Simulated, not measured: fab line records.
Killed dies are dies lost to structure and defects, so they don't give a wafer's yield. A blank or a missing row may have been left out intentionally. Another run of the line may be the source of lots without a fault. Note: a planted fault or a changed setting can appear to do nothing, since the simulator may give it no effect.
fab line records	flow sky130
[record] lots = 5	wafers = 15	last_day = 51
route steps=708 shown METAL2@497 VIA2@507 METAL3@532 CAPM@537 PAD_OPEN@708
lots that met no fault: taken from a fault-free run of the same line
start_h: the number of hours between the record's first day and the start of the first shown wafer of the lot	wait_h: hours from the lot's prior step to this one	" identical to the entry in the row above	L1.1+2: one row covering several wafers at once	- no value, or no start given	* or withheld: withheld	< > ~ a bound
route shown NAME@n: NAME is a module with steps in the file, n the number in the route of the first one	usual: mean/standard deviation of fault-free wafers	same: alike in all rows	chamber/n: place in a boat	sites: readings site by site	_std_site: their standard deviation	_edge_site: outer sites' mean less inner sites'	radius_mm: how far each site lies from the wafer's centre	mask NAME#n: copy n	behind: the tool/chamber that last shaped the wafer	hold: the reason the lot was held/the length of the hold in hours/how it ended	device: whichever transistor did not switch (one of n, p or np)	end of line: tests run on the same wafers once the route is complete	a step without rows: its recipe alone	killed: not the wafer's yield, but the dies lost to structure and defects at the first sort	map: dies across one wafer; x = killed, . = not, _ = none there
set.NAME: the setting as run; set.NAME@STEP: as run at that earlier step	model.NAME: the simulator's own value behind a step, which no gauge read
a table for each step, a row for each wafer; lots at some steps of the route
services: the hour from which a tool's chamber was out of use, counted from the record's first day as start_h (under 0 if before that day), plus the number of hours and why
[[steps]]
[step SKY_METAL2_DEVELOP_14]
[recipe] develop_time_s = 60	resist = KrF-thick	dev_temp_c = 21
[step SKY_METAL2_CD_MEAS_15]
[recipe] target_cd_nm = 140
[usual] cd_nm = 139.9/1.8
lot.wafer	tool	chamber	start_h	wait_h	cd_nm
L388.3	cd_sem-01	-	844.82	-	138.8
L388.5	"	-	"	"	138.8
L388.6	"	-	"	"	138.8
L395.1	cd_sem-01	-	879.24	-	139.0
L395.5	"	-	"	"	137.7
L395.6	"	-	"	"	139.0
L402.2	cd_sem-01	-	993.90	-	137.8
L402.3	"	-	"	"	137.4
L402.6	"	-	"	"	137.9
L406.3	cd_sem-02	-	995.38	-	140.9
L406.4	"	-	"	"	142.6
L406.5	"	-	"	"	143.3
L404.1	cd_sem-02	-	997.78	-	140.6
L404.2	"	-	"	"	139.9
L404.3	"	-	"	"	140.6
[step SKY_METAL2_OVL_MEAS_16]
[usual] METAL2_OVL = -1/4.6
lot.wafer	tool	chamber	start_h	wait_h	METAL2_OVL[nm]
L388.3	overlay-02	-	844.91	0.1	-1
L388.5	"	-	"	"	0
L388.6	"	-	"	"	4
L395.1	overlay-01	-	879.36	0.1	5
L395.5	"	-	"	"	9
L395.6	"	-	"	"	4
L402.2	overlay-01	-	994.01	0.1	1
L402.3	"	-	"	"	1
L402.6	"	-	"	"	-11
L406.3	overlay-02	-	995.47	0.1	6
L406.4	"	-	"	"	2
L406.5	"	-	"	"	8
L404.1	overlay-02	-	997.90	0.1	-6
L404.2	"	-	"	"	-12
L404.3	"	-	"	"	-2
[step SKY_METAL2_DESCUM_17]
[recipe] chemistry = O2	source_power_w = 150	bias_power_w = 0	pressure_mtorr = 10	temp_c = 40	time_s = 8
[step SKY_METAL2_ETCH_18]
[recipe] chemistry = N2/H2	target = BARC	ion_energy_ev = 200	bias_w = 100	pressure_mtorr = 30	n2_flow_sccm = 100	h2_flow_sccm = 200	icp_w = 500	stop_on = SiO2	time_s = 45.9	target_depth_a = 600
[step SKY_METAL2_METAL_ETCH_19]
[recipe] target_depth_a = 3600	stop_on = SiO2	over_etch_frac = 0.3	time_s = 78	chemistry = Cl2/BCl3	resist_sidewall_deg = 88	pressure_mtorr = 10	icp_w = 900	bias_w = 48.5	Cl2_flow_sccm = 60	bcl3_flow_sccm = 30
[step SKY_METAL2_STRIP_20]
[recipe] chemistry = O2/N2	power_w = 1400	pressure_mtorr = 1500	platen_temp_c = withheld	o2_flow_sccm = 3000	n2_flow_sccm = 300	overash_fraction = 0.5
[step SKY_METAL2_STRIP_21]
[recipe] chemistry = post_etch_residue_remover	time_s = 1200	temp_c = 72.5
[step SKY_METAL2_CLEAN_22]
[recipe] chemistry = IPA	time_s = 180	temp_c = 25
[step SKY_METAL2_CLEAN_23]
[recipe] chemistry = O3/DIW	dry = n2_spin
[step SKY_VIA2_HDPCVD_00]
[recipe] material = SiO2	target_thk_nm = 1180	sigma_open_frac = 0.3	time_s = 196.7	temp_c = 400	sih4_flow_sccm = 60	pressure_mtorr = 6
[step SKY_VIA2_THK_MEAS_01]
[recipe] reads = SiO2_of_VIA2_HDPCVD_00
[usual] VIA2_HDPCVD_THK = 1181/13
lot.wafer	tool	chamber	start_h	wait_h	VIA2_HDPCVD_THK[nm]
L388.3	film_metro-01	-	845.87	0.1	1178
L388.5	"	-	"	"	1181
L388.6	"	-	"	"	1180
L395.1	film_metro-01	-	880.30	0.1	1182
L395.5	"	-	"	"	1203
L395.6	"	-	"	"	1169
L402.2	film_metro-04	-	994.95	0.1	1171
L402.3	"	-	"	"	1190
L402.6	"	-	"	"	1181
L406.3	film_metro-02	-	996.42	0.1	1196
L406.4	"	-	"	"	1170
L406.5	"	-	"	"	1178
L404.1	film_metro-02	-	998.84	0.1	1171
L404.2	"	-	"	"	1179
L404.3	"	-	"	"	1199
[step SKY_VIA2_CMP_02]
[recipe] material = SiO2	down_force_psi = 4	platen_rpm = 60	pad_velocity_m_s = 0.94248
[usual] motor_current_A = 12.0/1.6
lot.wafer	tool	chamber	start_h	wait_h	motor_current_A
L388.3	cmp-01	3	845.96	0.1	13.3
L388.6	"	2	"	"	12.8
L388.5	"	3	"	"	13.6
L395.1	cmp-01	3	880.51	0.2	14.4
L395.6	"	0	"	"	10.1
L395.5	"	1	"	"	11.9
L402.2	cmp-01	3	995.05	0.1	13.9
L402.3	"	1	"	"	12.1
L402.6	"	3	"	"	13.8
L406.3	cmp-01	2	996.51	0.1	13.7
L406.4	"	0	"	"	10.4
L406.5	"	1	"	"	11.6
L404.2	cmp-01	1	998.95	0.1	11.6
L404.1	"	2	"	"	12.3
L404.3	"	3	"	"	13.7
[step SKY_VIA2_BOW_MEAS_03]
[recipe] mode = bow
[usual] VIA2_BOW = 88/7.6
lot.wafer	tool	chamber	start_h	wait_h	VIA2_BOW[um]
L388.3	film_metro-04	-	846.25	0.2	93
L388.5	"	-	"	"	95
L388.6	"	-	"	"	90
L395.1	film_metro-04	-	880.66	0.1	84
L395.5	"	-	"	"	74
L395.6	"	-	"	"	77
L402.2	film_metro-02	-	995.32	0.2	83
L402.3	"	-	"	"	93
L402.6	"	-	"	"	102
L406.3	film_metro-04	-	996.80	0.2	104
L406.4	"	-	"	"	98
L406.5	"	-	"	"	78
L404.1	film_metro-01	-	999.20	0.1	90
L404.2	"	-	"	"	89
L404.3	"	-	"	"	82
[step SKY_VIA2_DEHYDRATE_04]
[recipe] temp_c = 200	time_s = 60
[step SKY_VIA2_HMDS_05]
[recipe] prime_time_s = 60	prime_temp_c = 120
[step SKY_VIA2_COAT_06]
[recipe] resist = BARC	temp_c = withheld	time_s = withheld	spin_rpm = 3000	resist_thk_nm = 60
[step SKY_VIA2_COAT_07]
[recipe] resist = KrF-thick	spin_rpm = 3000	resist_thk_nm = 450
[step SKY_VIA2_SOFTBAKE_08]
[recipe] temp_c = 100	time_s = 90	resist = KrF-thick
[step SKY_VIA2_EXPOSE_09]
[recipe] mask_id = VIM2	na = 0.8	source_shape = annular	sigma_inner = 0.55	sigma_outer = 0.85	target_cd_nm = 200	dose_mj = 38
[step SKY_VIA2_PEB_10]
[recipe] peb_temp_c = withheld	peb_time_s = withheld	resist = KrF-thick
[step SKY_VIA2_DEVELOP_11]
[recipe] develop_time_s = 60	resist = KrF-thick	dev_temp_c = 21
[step SKY_VIA2_CD_MEAS_12]
[recipe] target_cd_nm = 200
[usual] cd_nm = 200.3/1.3
lot.wafer	tool	chamber	start_h	wait_h	cd_nm
L388.3	cd_sem-01	-	872.37	-	200.5
L388.5	"	-	"	"	200.9
L388.6	"	-	"	"	200.8
L395.1	cd_sem-02	-	904.64	-	200.1
L395.5	"	-	"	"	202.1
L395.6	"	-	"	"	203.0
L402.2	cd_sem-02	-	1016.60	-	200.5
L402.3	"	-	"	"	200.3
L402.6	"	-	"	"	201.0
L406.3	cd_sem-01	-	1019.38	-	201.7
L406.4	"	-	"	"	201.4
L406.5	"	-	"	"	201.4
L404.1	cd_sem-02	-	1022.26	-	200.8
L404.2	"	-	"	"	201.4
L404.3	"	-	"	"	200.3
[step SKY_VIA2_OVL_MEAS_13]
[usual] VIA2_OVL = 2/5.5
lot.wafer	tool	chamber	start_h	wait_h	VIA2_OVL[nm]
L388.3	overlay-02	-	872.46	0.1	1
L388.5	"	-	"	"	-6
L388.6	"	-	"	"	-8
L395.1	overlay-02	-	904.76	0.1	6
L395.5	"	-	"	"	7
L395.6	"	-	"	"	4
L402.2	overlay-01	-	1016.71	0.1	5
L402.3	"	-	"	"	-8
L402.6	"	-	"	"	2
L406.3	overlay-02	-	1019.47	0.1	1
L406.4	"	-	"	"	4
L406.5	"	-	"	"	-1
L404.1	overlay-01	-	1022.38	0.1	-12
L404.2	"	-	"	"	2
L404.3	"	-	"	"	7
[step SKY_VIA2_ETCH_14]
[recipe] chemistry = N2/H2	target = BARC	ion_energy_ev = 200	source_w = 500	bias_w = 100	pressure_mtorr = 30	n2_flow_sccm = 100	h2_flow_sccm = 200	stop_on = SiO2	time_s = 45.9	target_depth_a = 600
[usual] drypump_motor_current_A = 5.7/0.46	oes_product_au = 0.855/0.0049	throttle_valve_pct = 13.225/0.0096
lot.wafer	tool	chamber	start_h	wait_h	drypump_motor_current_A	oes_product_au	rf_hours_counter_h	throttle_valve_pct
L388.3	rie_diel-04	1	872.49	0.0	5.6	0.850	8	13.230
L388.5	"	1	"	"	5.7	0.856	-	13.231
L388.6	"	2	"	"	5.7	0.849	-	13.235
L395.1	rie_diel-01	0	904.79	0.0	6.5	0.857	12	13.241
L395.5	"	0	"	"	6.4	0.849	-	13.221
L395.6	"	3	"	"	5.5	0.849	-	13.232
L402.2	rie_diel-01	1	1016.74	0.0	5.7	0.861	21	13.240
L402.3	"	2	"	"	6.4	0.854	8	13.239
L402.6	"	0	"	"	6.5	0.851	-	13.230
L406.3	rie_diel-03	1	1019.49	0.0	4.7	0.857	14	13.219
L406.4	"	3	"	"	5.7	0.849	18	13.225
L406.5	"	1	"	"	4.7	0.853	-	13.229
L404.1	rie_diel-04	0	1022.41	0.0	5.5	0.853	17	13.244
L404.2	"	2	"	"	5.8	0.855	23	13.226
L404.3	"	1	"	"	5.7	0.855	14	13.231
[step SKY_VIA2_ETCH_15]
[recipe] target = SiO2	chemistry = C4F8/O2/Ar	target_depth_nm = 546	stop_on = TiN	mask_material = KrF-thick	source_w = 1500	bias_w = 1200	pressure_mtorr = 40	c4f8_flow_sccm = withheld	O2_flow_sccm = 6	Ar_flow_sccm = 300	time_s = 84
[usual] oes_product_au = 0.940/0.0047
lot.wafer	tool	chamber	start_h	wait_h	oes_product_au	rf_hours_counter_h
L388.3	rie_diel-04	1	872.53	0.0	0.946	8
L388.5	"	1	"	"	0.941	-
L388.6	"	2	"	"	0.930	-
L395.1	rie_diel-01	0	904.83	0.0	0.938	12
L395.5	"	0	"	"	0.938	-
L395.6	"	3	"	"	0.937	-
L402.2	rie_diel-01	1	1016.78	0.0	0.945	21
L402.3	"	2	"	"	0.945	9
L402.6	"	0	"	"	0.944	-
L406.3	rie_diel-03	1	1019.53	0.0	0.943	14
L406.4	"	3	"	"	0.948	18
L406.5	"	1	"	"	0.940	-
L404.1	rie_diel-04	0	1022.46	0.0	0.937	17
L404.2	"	2	"	"	0.938	23
L404.3	"	1	"	"	0.943	14
[step SKY_VIA2_STRIP_16]
[recipe] chemistry = O2/N2	power_w = 1400	pressure_mtorr = 1500	platen_temp_c = withheld	o2_flow_sccm = 3000	n2_flow_sccm = 300	overash_fraction = 0.5
[step SKY_VIA2_STRIP_17]
[recipe] chemistry = post_etch_residue_remover	time_s = 1200	temp_c = 72.5
[step SKY_VIA2_CLEAN_18]
[recipe] chemistry = IPA	time_s = 180	temp_c = 25
[step SKY_VIA2_CLEAN_19]
[recipe] chemistry = O3/DIW	dry = n2_spin
[step SKY_VIA2_SPUTTER_20]
[recipe] material = TiN	target_thk_nm = 20	chamber_pressure_pa = 5	power_w = 4000	time_s = 80
[step SKY_VIA2_CVD_21]
[recipe] material = W	target_thk_nm = 420	time_s = 126.4	temp_c = 400	pressure_torr = 40
[step SKY_VIA2_RS_MEAS_22]
[recipe] thk_meas_gauge = four-point-probe	reads = W_of_VIA2_CVD_21+TiN_of_VIA2_SPUTTER_20
[usual] VIA2_W_RS = 0.272/0.0032
lot.wafer	tool	chamber	start_h	wait_h	VIA2_W_RS[ohm/sq]
L388.3	film_metro-04	-	873.45	0.1	0.270
L388.5	"	-	"	"	0.272
L388.6	"	-	"	"	0.274
L395.1	film_metro-02	-	905.72	0.1	0.279
L395.5	"	-	"	"	0.275
L395.6	"	-	"	"	0.274
L402.2	film_metro-04	-	1017.69	0.1	0.267
L402.3	"	-	"	"	0.271
L402.6	"	-	"	"	0.268
L406.3	film_metro-01	-	1020.50	0.1	0.267
L406.4	"	-	"	"	0.270
L406.5	"	-	"	"	0.265
L404.1	film_metro-02	-	1023.32	0.1	0.275
L404.2	"	-	"	"	0.274
L404.3	"	-	"	"	0.274
[step SKY_VIA2_THK_MEAS_23]
[recipe] thk_meas_gauge = xrf	reads = W_of_VIA2_CVD_21
[usual] VIA2_W_THK = 435/5.8
lot.wafer	tool	chamber	start_h	wait_h	VIA2_W_THK[nm]
L388.3	film_metro-04	-	873.55	0.1	441
L388.5	"	-	"	"	434
L388.6	"	-	"	"	434
L395.1	film_metro-02	-	905.84	0.1	421
L395.5	"	-	"	"	429
L395.6	"	-	"	"	428
L402.2	film_metro-04	-	1017.80	0.1	451
L402.3	"	-	"	"	441
L402.6	"	-	"	"	449
L406.3	film_metro-01	-	1020.60	0.1	441
L406.4	"	-	"	"	432
L406.5	"	-	"	"	443
L404.1	film_metro-02	-	1023.44	0.1	435
L404.2	"	-	"	"	435
L404.3	"	-	"	"	435
[step SKY_VIA2_CMP_24]
[recipe] stop_on = SiO2	t_overpolish_s = 20	down_force_psi = 3.5	platen_rpm = 60	target_thk_nm = 0	pad_velocity_m_s = 0.94248
[step SKY_METAL3_SPUTTER_00]
[recipe] material = Ti	target_thk_nm = 15	power_w = 3000	time_s = 10	chamber_pressure_pa = 0.4
[step SKY_METAL3_SPUTTER_01]
[recipe] material = TiN	target_thk_nm = 20	power_w = 6500	time_s = 16.7	chamber_pressure_pa = 0.4
[usual] throttle_valve_pct = 29.9/1.1
lot.wafer	tool	chamber	start_h	wait_h	throttle_valve_pct
L388.3	pvd_sputter-01	-	873.91	0.0	29.6
L388.5	"	-	"	"	29.6
L388.6	"	-	"	"	31.3
L395.1	pvd_sputter-02	-	906.22	0.0	30.6
L395.5	"	-	"	"	29.6
L395.6	"	-	"	"	30.7
L402.2	pvd_sputter-03	-	1018.17	0.0	30.0
L402.3	"	-	"	"	27.4
L402.6	"	-	"	"	30.6
L406.3	pvd_sputter-02	-	1020.96	0.0	29.7
L406.4	"	-	"	"	30.8
L406.5	"	-	"	"	30.6
L404.1	pvd_sputter-03	-	1023.82	0.0	30.1
L404.2	"	-	"	"	27.8
L404.3	"	-	"	"	30.7
[step SKY_METAL3_SPUTTER_02]
[recipe] material = AlCu	target_thk_nm = 735	power_w = 10600	time_s = 39.1	chamber_pressure_pa = 0.4
[usual] throttle_valve_pct = 29.9/1
lot.wafer	tool	chamber	start_h	wait_h	throttle_valve_pct
L388.3	pvd_sputter-01	-	873.93	0.0	29.8
L388.5	"	-	"	"	29.7
L388.6	"	-	"	"	31.2
L395.1	pvd_sputter-02	-	906.25	0.0	30.8
L395.5	"	-	"	"	29.7
L395.6	"	-	"	"	30.6
L402.2	pvd_sputter-03	-	1018.20	0.0	30.2
L402.3	"	-	"	"	27.5
L402.6	"	-	"	"	30.8
L406.3	pvd_sputter-02	-	1020.99	0.0	30.0
L406.4	"	-	"	"	30.4
L406.5	"	-	"	"	30.6
L404.1	pvd_sputter-03	-	1023.84	0.0	30.5
L404.2	"	-	"	"	27.7
L404.3	"	-	"	"	30.8
[step SKY_METAL3_SPUTTER_03]
[recipe] material = Ti	target_thk_nm = 5	power_w = 3000	time_s = 3.3	chamber_pressure_pa = 0.4
[step SKY_METAL3_SPUTTER_04]
[recipe] material = TiN	target_thk_nm = 70	power_w = 6500	time_s = 58.3	chamber_pressure_pa = 0.4
[step SKY_CAPM_CVD_00]
[recipe] material = SiO2	target_thk_nm = 15.5	temp_c = 400	time_s = withheld	rf_w = 450
[usual] heater_power_w = 699/93
lot.wafer	tool	chamber	start_h	wait_h	heater_power_w
L388.3	pecvd-03	2	874.04	0.0	659
L388.5	"	1	"	"	690
L388.6	"	0	"	"	703
L395.1	pecvd-03	2	906.35	0.0	603
L395.5	"	1	"	"	673
L395.6	"	0	"	"	765
L402.2	pecvd-01	2	1018.30	0.0	753
L402.3	"	0	"	"	688
L402.6	"	0	"	"	684
L406.3	pecvd-02	1	1021.09	0.0	944
L406.4	"	2	"	"	651
L406.5	"	0	"	"	637
L404.1	pecvd-01	1	1023.95	0.0	627
L404.2	"	0	"	"	668
L404.3	"	2	"	"	832
[step SKY_CAPM_THK_MEAS_01]
[recipe] reads = SiO2_of_CAPM_CVD_00
[usual] CAPM_CVD_00_THK = 15.54/0.26
lot.wafer	tool	chamber	start_h	wait_h	CAPM_CVD_00_THK[nm]
L388.3	film_metro-03	-	874.08	-	15.57
L388.5	"	-	"	"	15.72
L388.6	"	-	"	"	15.58
L395.1	film_metro-04	-	906.37	-	15.24
L395.5	"	-	"	"	15.43
L395.6	"	-	"	"	15.59
L402.2	film_metro-01	-	1018.33	-	15.64
L402.3	"	-	"	"	15.18
L402.6	"	-	"	"	15.37
L406.3	film_metro-03	-	1021.13	-	15.45
L406.4	"	-	"	"	15.98
L406.5	"	-	"	"	15.99
L404.1	film_metro-01	-	1023.97	-	15.06
L404.2	"	-	"	"	14.63
L404.3	"	-	"	"	15.13
[step SKY_PAD_OPEN_PROBE_99]
[usual] defect_limited_yield = 82.5/2	killed_at_M0_to_M3 = 42/7.3	killed_at_M4_up = 3.4/2	killed_at_contacts = 24/5.6	killed_at_front_end = 16/4.5	killed_at_other = 0.2/0.51	killed_dies = 86/9.8	killed_on_rim = 17/3.8	killed_open = 46/7	killed_short = 40/6.7	sort_bin_3_pad_short = 0.9/0.42	sort_bin_5_function = 10.3/1.5	sort_bin_6_memory = 6.3/1.3	sort_n_pass = 406/9.8	sort_yield_pct = 82.5/2
[same] gross_dies = 492	killed_at_back_side = 0	sort_bin_4_leakage[%] = 0	sort_bin_8_speed[%] = 0
lot.wafer	tool	chamber	start_h	wait_h	defect_limited_yield[%]	killed_at_M0_to_M3	killed_at_M4_up	killed_at_contacts	killed_at_front_end	killed_at_other	killed_dies	killed_on_rim	killed_open	killed_short	sort_bin_3_pad_short[%]	sort_bin_5_function[%]	sort_bin_6_memory[%]	sort_n_pass	sort_yield_pct[%]	model.etest.tester.sort_n_pass	model.etest.tester.sort_yield_pct	model.etest.tester.sort_bin_5_pct	model.etest.tester.sort_bin_6_pct	model.etest.tester.sort_bin_3_pct
L388.3	prober-01	-	1100.05	0.2	86.0	34	1	20	14	0	69	15	44	24	0.6	8.7	4.7	423	86.0	423	85.98	8.74	4.675	0.6098
L388.5	prober-01	-	1100.15	0.2	82.3	49	5	23	10	0	87	22	45	41	0.8	11.2	5.7	405	82.3	405	82.32	11.18	5.691	0.813
L388.6	prober-01	-	1100.20	0.2	84.8	42	5	17	11	0	75	14	44	31	0.8	10.4	4.1	417	84.8	417	84.76	10.37	4.065	0.813
L395.1	prober-01	-	1125.03	0.1	82.7	44	4	19	18	0	85	19	40	44	0.8	12.6	3.9	407	82.7	407	82.72	12.6	3.862	0.813
L395.5	prober-01	-	1125.23	0.2	49.4	221	1	13	14	0	249	57	35	30	3.9	30.7	16.1	243	49.4	243	49.39	30.69	16.06	3.862
L395.6	prober-01	-	1125.28	0.2	83.7	46	1	21	12	0	80	21	49	31	0.8	8.5	6.9	412	83.7	412	83.74	8.537	6.911	0.813
L402.2	prober-01	-	1210.91	0.1	83.1	42	4	21	16	0	83	16	48	34	1.0	9.3	6.5	409	83.1	409	83.13	9.35	6.504	1.016
L402.3	prober-01	-	1210.96	0.2	83.9	39	2	23	15	0	79	21	45	34	0.4	9.6	6.1	413	83.9	413	83.94	9.553	6.098	0.4065
L402.6	prober-01	-	1211.11	0.2	85.2	36	3	15	19	0	73	11	41	32	0.6	7.1	7.1	419	85.2	419	85.16	7.114	7.114	0.6098
L406.3	prober-02	-	1212.46	0.2	81.5	51	2	20	18	0	91	22	46	44	0.6	11.0	6.9	401	81.5	401	81.5	10.98	6.911	0.6098
L406.4	prober-02	-	1212.51	0.2	87.2	25	2	21	15	0	63	10	34	28	1.2	8.1	3.5	429	87.2	429	87.2	8.13	3.455	1.22
L406.5	prober-02	-	1212.56	0.2	82.7	51	0	22	11	1	85	15	51	33	1.4	11.4	4.5	407	82.7	407	82.72	11.38	4.472	1.423
L404.1	prober-01	-	1213.86	0.1	84.3	43	4	21	9	0	77	17	46	31	0.4	8.1	7.1	415	84.3	415	84.35	8.13	7.114	0.4065
L404.2	prober-01	-	1213.91	0.1	83.5	34	2	30	15	0	81	18	50	31	0.6	10.2	5.7	411	83.5	411	83.54	10.16	5.691	0.6098
L404.3	prober-01	-	1213.96	0.2	80.3	46	4	29	18	0	97	20	49	48	1.8	12.6	5.3	395	80.3	395	80.28	12.6	5.285	1.829
// killed by level:class
L388.3 VIA1:geometric_particle:open=9 LI_CONTACT:geometric_particle:open=6 LOCAL_INTERCONNECT:geometric_particle:short=6 POLY_GATE:geometric_particle:open=5 VIA3:geometric_particle:open=5 METAL1:geometric_particle:short=4 CONTACT:geometric_particle:open=4 METAL1:geometric_particle:open=4
L388.5 VIA1:geometric_particle:open=12 LI_CONTACT:geometric_particle:open=9 VIA3:geometric_particle:open=9 CONTACT:geometric_particle:open=5 METAL1:geometric_particle:short=5 METAL2:geometric_particle:short=4 VIA2:geometric_particle:short=4 VIA3:geometric_particle:short=4
L388.6 VIA3:geometric_particle:open=9 VIA1:geometric_particle:open=8 VIA1:geometric_particle:short=5 POLY_GATE:geometric_particle:short=4 LI_CONTACT:geometric_particle:open=4 CONTACT:geometric_particle:open=4 METAL2:geometric_particle:open=4 VIA2:geometric_particle:open=4
L395.1 METAL1:geometric_particle:short=7 VIA1:geometric_particle:open=7 LI_CONTACT:geometric_particle:open=6 VIA3:geometric_particle:open=6 FIELD_ISO:geometric_particle:short=5 CONTACT:geometric_particle:short=5 VIA1:geometric_particle:short=5 POLY_GATE:geometric_particle:open=4
L395.5 VIA2:unspecified=184 VIA2:geometric_particle:open=9 FIELD_ISO:geometric_particle:open=7 VIA1:geometric_particle:open=7 CONTACT:geometric_particle:open=6 METAL1:geometric_particle:short=5 METAL2:geometric_particle:short=4 VIA2:geometric_particle:short=4
L395.6 VIA2:geometric_particle:open=11 VIA3:geometric_particle:open=10 CONTACT:geometric_particle:open=7 LI_CONTACT:geometric_particle:open=6 METAL1:geometric_particle:short=6 VIA1:geometric_particle:open=5 FIELD_ISO:geometric_particle:open=4 METAL2:geometric_particle:short=4
L402.2 VIA2:geometric_particle:open=14 CONTACT:geometric_particle:open=9 METAL2:geometric_particle:short=8 VIA1:geometric_particle:open=7 POLY_GATE:geometric_particle:open=6 LI_CONTACT:geometric_particle:open=4 CONTACT:geometric_particle:short=4 METAL1:geometric_particle:short=4
L402.3 VIA1:geometric_particle:open=9 FIELD_ISO:geometric_particle:short=7 LI_CONTACT:geometric_particle:open=7 CONTACT:geometric_particle:open=7 VIA3:geometric_particle:open=7 VIA2:geometric_particle:open=6 LOCAL_INTERCONNECT:geometric_particle:short=5 POLY_GATE:geometric_particle:open=4
L402.6 VIA2:geometric_particle:open=10 METAL2:geometric_particle:short=7 CONTACT:geometric_particle:open=7 FIELD_ISO:geometric_particle:open=6 POLY_GATE:geometric_particle:open=4 VIA1:geometric_particle:open=4 VIA1:geometric_particle:short=4 FIELD_ISO:geometric_particle:short=3
L406.3 METAL2:geometric_particle:short=12 CONTACT:geometric_particle:open=8 VIA1:geometric_particle:open=8 VIA3:geometric_particle:open=6 FIELD_ISO:geometric_particle:short=5 LI_CONTACT:geometric_particle:open=5 VIA1:geometric_particle:short=5 VIA2:geometric_particle:open=5
L406.4 FIELD_ISO:geometric_particle:short=5 LI_CONTACT:geometric_particle:open=5 CONTACT:geometric_particle:short=5 CONTACT:geometric_particle:open=5 VIA1:geometric_particle:open=5 VIA3:geometric_particle:open=5 POLY_GATE:geometric_particle:open=4 LOCAL_INTERCONNECT:geometric_particle:short=4
L406.5 VIA2:geometric_particle:open=12 VIA3:geometric_particle:open=9 VIA1:geometric_particle:open=8 CONTACT:geometric_particle:short=6 METAL2:geometric_particle:short=6 LI_CONTACT:geometric_particle:open=5 VIA1:geometric_particle:short=5 CONTACT:geometric_particle:open=5
L404.1 VIA2:geometric_particle:open=11 VIA1:geometric_particle:open=10 CONTACT:geometric_particle:open=9 FIELD_ISO:geometric_particle:short=4 VIA3:geometric_particle:open=4 METAL1:geometric_particle:short=4 LI_CONTACT:geometric_particle:short=3 LI_CONTACT:geometric_particle:open=3
L404.2 CONTACT:geometric_particle:open=12 POLY_GATE:geometric_particle:open=7 LI_CONTACT:geometric_particle:open=7 METAL2:geometric_particle:short=7 VIA2:geometric_particle:open=7 CONTACT:geometric_particle:short=5 VIA1:geometric_particle:open=5 METAL1:geometric_particle:short=4
L404.3 LI_CONTACT:geometric_particle:open=10 METAL2:geometric_particle:short=9 CONTACT:geometric_particle:open=9 VIA1:geometric_particle:open=7 POLY_GATE:geometric_particle:short=6 METAL1:geometric_particle:short=6 LOCAL_INTERCONNECT:geometric_particle:short=5 VIA3:geometric_particle:open=5
// map L395.5 (x killed, . not)
__________.xx.xxxxx._________
________xxxx.....x...._______
______x.x..x.x.x.xx.xx.._____
_____.x.xxx.....x.x.xx.xx____
____xx........x.xxx.xx.xxx___
___xxx.xxxx..xx.x.xxx.xx..x__
__x..xx..xxx.xxxx.x...x....._
_x.....x.x....x...x.xx.x.x.x.
_.xxxxxxxx....xxxxx..x..x.xxx
_...x....x..x.x.x.xxxx..x.xxx
_..xxx.xxx.xx.xxx.x.xx.x....x
_...x.xx..xx.x.x....xxx.....x
_..xxxx......x..xx.xx......x.
_x....xxxx.xx....xx.x.x..xxx.
_xxx...x.xxx.xx..x.xxxx....xx
__xx.x.x..x.xxx..x.x.....x.._
___x.x...xx..x....x.x..xxx.__
____.x.x.xx.xx.x..x..x.x..___
_____xxxxx..x.x.xx.xxxxxx____
______xxxx.xxx.xx..x.x.._____
________xx.xxxx...x..x_______
__________.xxxx...xx_________
// map L406.3 (x killed, . not)
__________.....xx..._________
________.......x....xx_______
______...xxx..x........._____
_____....xx......x......x____
____.....xx....x....x....x___
___.x...x.....xx.......x.x.__
__..x...........x..........._
_.x.xx......x..x.x..x..x.....
_..xx......xx.x...xx..x..xx.x
_x....xx...x...xx.......x....
_.x...x....x.....x...x...x...
_.................x..........
_xx.....xx........x..........
_....x..........x..x.....xx..
_........x...x.......x.....x.
__........xx................_
___....................xxxx__
____x..x.x.............x..___
_____.x..xx..............____
______x................._____
________............x._______
__________..x.x...x._________
[[services]]
tool	chamber	start_h	hours	kind
pvd_sputter-02	-	854.01	5.1	repair
pecvd-02	2	856.79	3.4	repair
rie_diel-03	-	859.90	1.2	repair
pecvd-03	-	864.54	0.9	repair
rie_diel-03	1	868.38	2.9	repair
pecvd-01	-	879.02	2.8	pm
cmp-01	-	895.79	1.2	repair
pecvd-02	0	896.40	23.1	repair
rie_diel-01	1	908.22	4.1	repair
cmp-01	-	908.71	0.5	repair
cmp-01	-	912.00	4.0	pm
cmp-01	-	913.98	1.6	repair
pecvd-01	1	916.64	13.8	repair
cmp-01	-	923.15	0.9	repair
rie_diel-03	3	923.47	2.0	repair
rie_diel-04	1	926.97	3.1	repair
rie_diel-01	1	934.73	6.3	repair
rie_diel-04	0	935.76	7.4	repair
rie_diel-04	2	936.33	6.2	repair
cmp-01	-	937.20	6.7	repair
rie_diel-04	3	952.28	4.5	repair
rie_diel-04	0	954.12	18.0	repair
pvd_sputter-01	-	1009.04	2.4	repair
rie_diel-01	-	1009.17	0.5	repair
[[key]]
[first_sign] step = SKY_PAD_OPEN_PROBE_99	reading = killed_at_M0_to_M3	direction = up	sigmas = 25	usual = 42	struck = 221
[effect] step = SKY_PAD_OPEN_PROBE_99	reading = killed_dies	direction = up	sigmas = 17	usual = 86	struck = 249
[model_effect] step = SKY_PAD_OPEN_PROBE_99	value = etest.tester.sort_n_pass	without = 401	struck = 243
met_at SKY_VIA2_CMP_02
struck_wafers L395.5
[fault] kind = chamber_particle_source	tool = cmp-01	chamber = 1	onset_h = 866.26	steps = SKY_VIA2_CMP_02	rate_per_visit_cm2 = 1.1005	end_h = 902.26
